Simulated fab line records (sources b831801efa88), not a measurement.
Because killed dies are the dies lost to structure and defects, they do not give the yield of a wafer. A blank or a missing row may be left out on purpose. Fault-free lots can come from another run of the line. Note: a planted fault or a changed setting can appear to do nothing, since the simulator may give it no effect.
Comparing a struck lot with a sound one + flow sky130 + 18 steps out of a route of 708
Sound: wafers L353.3, L353.5, L353.6. Struck: wafer L370.2 (L370.1, L370.3, from the same lot, were not struck and are left out); the cause is given at the end.
At each step with rows: each side's tool, then ch and its chambers, then its first start. Under that, the readings that differ: sound wafers + struck wafers + difference of the means + sigmas: that difference in standard deviations of wafers without a fault.
alike: readings with means less than 2 such deviations apart, plus words and numbers identical on both sides. not compared: withheld readings, readings lacking a value on some wafer, bounds such as >300 that could conceal the same value, and numbers that have no deviation in the record and whose values overlap.
A row with sigmas, a row that says differs or no value, or rows on one side alone: a step with any of these is where the two part. Non-overlapping numbers with no deviation appear without sigmas and do not part them. Lack of a reading on every wafer of one side parts them only where that side has two or more wafers.

first, 3 steps without rows for these wafers: SKY_LI_CONTACT_EXPOSE_09 (exposes mask LICM1, target cd 170 nm); SKY_LI_CONTACT_PEB_10; SKY_LI_CONTACT_DEVELOP_11 (develop time 60 s).
SKY_LI_CONTACT_CD_MEAS_12 targets a cd of 170 nm.
  sound: cd-sem-02 at day 30 11:41; struck: cd-sem-01 at day 35 13:23
  alike: cd-nm
SKY_LI_CONTACT_OVL_MEAS_13:
  sound: overlay-02 at day 30 11:47; struck: overlay-02 at day 35 13:31
  alike: LI_CONTACT_OVL
SKY_LI_CONTACT_ETCH_14: etches BARC in N2/H2, stops on SiO2, time 45.9 s, target depth 60 nm.
  sound on rie-diel-02 ch 0,3, day 30 11:48; struck on rie-diel-04 ch 0, day 35 13:33
  alike: drypump-motor-current-A, oes-product-au, throttle-valve-pct
  not compared: rf-hours-counter-h
SKY_LI_CONTACT_ETCH_15: etches PSG in C4F8/O2/Ar, stops on Si, target depth 600 nm.
  sound on rie-diel-02 ch 0,3, day 30 11:51; struck on rie-diel-04 ch 0, day 35 13:35
  alike: oes-product-au
then, 3 steps without rows for these wafers: SKY_LI_CONTACT_STRIP_16 (strips in O2/N2); SKY_LI_CONTACT_CLEAN_17 (cleans in NMP, time 600 s); SKY_LI_CONTACT_PRE_CLEAN_18 (time 5.6 s).
SKY_LI_CONTACT_SPUTTER_19: material Ti, target thk 20 nm, time 106.37 s.
  sound: pvd-sputter-03 at day 30 12:14; struck: pvd-sputter-04 at day 35 13:58
| reading                | sound          | struck | difference | sigmas |
|------------------------|----------------|--------|------------|--------|
| throttle-valve-pct (%) | 27.3 29.1 29.3 | 31.0   | +2.4       | +2     |
SKY_LI_CONTACT_SPUTTER_20: material TiN, target thk 20 nm, time 80 s.
  sound: pvd-sputter-03 at day 30 12:18; struck: pvd-sputter-04 at day 35 14:03
| reading                | sound          | struck | difference | sigmas |
|------------------------|----------------|--------|------------|--------|
| throttle-valve-pct (%) | 27.3 29.2 29.3 | 31.1   | +2.5       | +2     |
SKY_LI_CONTACT_CVD_21: deposits W, target thk 400 nm, time 120.56 s.
  sound on cvd-w-01 ch 0,1, day 30 12:24; struck on cvd-w-02 ch 1, day 35 14:07
| reading                                  | sound             | struck | difference | sigmas |
|------------------------------------------|-------------------|--------|------------|--------|
| heater-power-w (W)                       | 794 702 752       | 867    | +118       | +2     |
| model.W_of_LI_CONTACT_CVD_21.thk-nm (nm) | 403.5 400.1 405.3 | 225.2  | -177.8     |        |
SKY_LI_CONTACT_RS_MEAS_22: measurement is done with a four-point probe.
  sound: film-metro-03 at day 30 12:32; struck: film-metro-01 at day 35 14:14
| reading                  | sound                | struck | difference | sigmas |
|--------------------------|----------------------|--------|------------|--------|
| LI_CONTACT_W_RS (ohm/sq) | 0.2829 0.2852 0.2811 | 0.5068 | +0.2237    | +93    |
SKY_LI_CONTACT_THK_MEAS_23: measures by xrf.
  sound: film-metro-03 at day 30 12:38; struck: film-metro-01 at day 35 14:22
| reading               | sound       | struck | difference | sigmas |
|-----------------------|-------------|--------|------------|--------|
| LI_CONTACT_W_THK (nm) | 386 384 389 | 219    | -167       | -33    |
SKY_LI_CONTACT_CMP_24: polishes, stops on PSG, t overpolish 20 s, target thk 0 nm.
  sound on cmp-02 ch 1,2,3, day 30 12:46; struck on cmp-01 ch 3, day 35 14:25
| reading                | sound     | struck | difference | sigmas |
|------------------------|-----------|--------|------------|--------|
| time-to-endpoint-s (s) | 97 93 101 | 52     | -45        | -10    |
  alike: head-pressure-psi, motor-current-A, slurry-flow-ml-min
SKY_LOCAL_INTERCONNECT_SPUTTER_00: material TiN, target thk 100 nm, time 83.3 s.
  sound: pvd-sputter-02 at day 30 12:58; struck: pvd-sputter-02 at day 35 14:43
  alike: throttle-valve-pct
SKY_PAD_OPEN_PROBE_99:
  the record holds rows for the sound wafers here (prober-02, day 46 18:01) but none for the struck ones

## WHERE THEY PART
First at SKY_LI_CONTACT_SPUTTER_19; last, within this record, at SKY_PAD_OPEN_PROBE_99.

WHY: whatever the simulator had introduced
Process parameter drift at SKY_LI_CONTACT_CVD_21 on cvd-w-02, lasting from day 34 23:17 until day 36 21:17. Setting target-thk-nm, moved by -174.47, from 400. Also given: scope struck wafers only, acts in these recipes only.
